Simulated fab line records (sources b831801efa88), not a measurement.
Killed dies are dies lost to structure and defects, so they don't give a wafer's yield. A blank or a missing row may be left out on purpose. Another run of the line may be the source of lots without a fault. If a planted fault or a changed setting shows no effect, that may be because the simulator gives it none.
A struck lot beside a sound one || flow gf180mcu || 27 out of 602 route steps
Sound: these wafers, L569.3, L569.5, L569.6. Wafers L578.2, L578.4, L578.6 were the ones struck. The cause is named last.
Order at every step that has rows: each side's tool, ch and its chambers, its first start. Under that, the readings that differ: sound wafers || struck wafers || difference of the means || sigmas: that difference in standard deviations of wafers without a fault.
alike: words and numbers the same on both sides, and readings whose means are apart by under 2 such deviations; not compared: readings that were withheld, readings missing a value for some wafer, numbers with overlapping values and no deviation given by the record, and bounds like >300 which may hide the same value.
Wherever a step has rows on one side only, a row that says differs or no value, or a row with sigmas, the two part there. Numbers that don't overlap but have no deviation are shown without sigmas and don't part them. A reading missing from all wafers of one side parts the sides only when that side holds two or more wafers.

GF_NWELL_STRIP_10: strips in O2/N2.
  sound on plasma-asher-03 ch 0,1, day 5 02:10; struck on plasma-asher-01 ch 0,1, day 6 23:23
  alike: chamber-pressure-mTorr, drypump-motor-current-A, heater-power-w, oes-product-au, platen-temp-c, strip-time-to-endpoint-s
  not compared: rf-hours-counter-h
GF_NWELL_TW_MEAS_11:
  struck on film-metro-02, day 6 23:29; sound on film-metro-01, day 5 02:18
  alike: NWELL_TW
then, 7 steps without rows for these wafers: GF_LVPWELL_DEHYDRATE_00 (time 60 s); GF_LVPWELL_HMDS_01 (prime time 60 s); GF_LVPWELL_COAT_02 (resist thk 3000 nm); GF_LVPWELL_SOFTBAKE_03; GF_LVPWELL_EXPOSE_04 (exposes mask LVPWELL, target cd 600 nm); GF_LVPWELL_PEB_05; GF_LVPWELL_DEVELOP_06 (develop time 60 s).
GF_LVPWELL_OVL_MEAS_07:
  struck on overlay-02, day 7 15:09; sound on overlay-01, day 5 16:07
  alike: LVPWELL_OVL
then, 2 steps without rows for these wafers: GF_LVPWELL_IMPLANT_08; GF_LVPWELL_IMPLANT_09.
GF_LVPWELL_STRIP_10: strips in O2/N2.
  sound on plasma-asher-01 ch 0,1, day 5 16:29; struck on plasma-asher-01 ch 0,1, day 7 15:29
  no value came back on the struck wafers for any of 6 readings (chamber-pressure-mTorr (mTorr), drypump-motor-current-A (A) and others); on the sound wafers chamber-pressure-mTorr (mTorr) reads 1500.8 1501.7 1499.6
{"reading": "model.coat_of_LVPWELL_COAT_02.thk-nm (nm)", "sound": "0 0 0", "struck": "2986 2981 2985", "difference": "+2984", "sigmas": ""}
  not compared: rf-hours-counter-h
GF_LVPWELL_TW_MEAS_11:
  struck on film-metro-02, day 7 15:35; sound on film-metro-03, day 5 16:34
  alike: LVPWELL_TW
then, 7 steps without rows for these wafers: GF_MVSD_DEHYDRATE_00 (time 60 s); GF_MVSD_HMDS_01 (prime time 60 s); GF_MVSD_COAT_02 (resist thk 3000 nm); GF_MVSD_SOFTBAKE_03; GF_MVSD_EXPOSE_04 (exposes mask MVSD, target cd 1000 nm); GF_MVSD_PEB_05; GF_MVSD_DEVELOP_06 (develop time 60 s).
GF_MVSD_OVL_MEAS_07:
  struck on overlay-02, day 8 07:24; sound on overlay-01, day 6 07:20
  alike: MVSD_OVL
then, 2 steps without rows for these wafers: GF_MVSD_IMPLANT_08; GF_MVSD_IMPLANT_09.
GF_MVSD_STRIP_10: strips in O2/N2.
  sound on plasma-asher-01 ch 0,1, day 6 07:41; struck on plasma-asher-04 ch 0,1, day 8 07:44
{"reading": "oes-product-au (a.u.)", "sound": "0.724 0.718 0.716", "struck": "0.744 0.736 0.738", "difference": "+0.020", "sigmas": "+4"}
{"reading": "strip-time-to-endpoint-s (s)", "sound": "36.92 36.88 36.83", "struck": "81.03 80.80 80.94", "difference": "+44.05", "sigmas": "+99 or more"}
  alike: chamber-pressure-mTorr, drypump-motor-current-A, heater-power-w, platen-temp-c
  not compared: rf-hours-counter-h
GF_MVSD_TW_MEAS_11:
  struck on film-metro-01, day 8 08:04; sound on film-metro-02, day 6 07:46
{"reading": "MVSD_TW", "sound": "1577 1568 1584", "struck": "30 30 30", "difference": -1546, "sigmas": -86}
  not compared: hold
then, 1 step without rows for these wafers: GF_PASSIVATION_PROBE_99.

## WHERE THEY PART
At GF_LVPWELL_STRIP_10 first; at GF_MVSD_TW_MEAS_11 last (within this record only).

WHY: the cause the simulator had injected
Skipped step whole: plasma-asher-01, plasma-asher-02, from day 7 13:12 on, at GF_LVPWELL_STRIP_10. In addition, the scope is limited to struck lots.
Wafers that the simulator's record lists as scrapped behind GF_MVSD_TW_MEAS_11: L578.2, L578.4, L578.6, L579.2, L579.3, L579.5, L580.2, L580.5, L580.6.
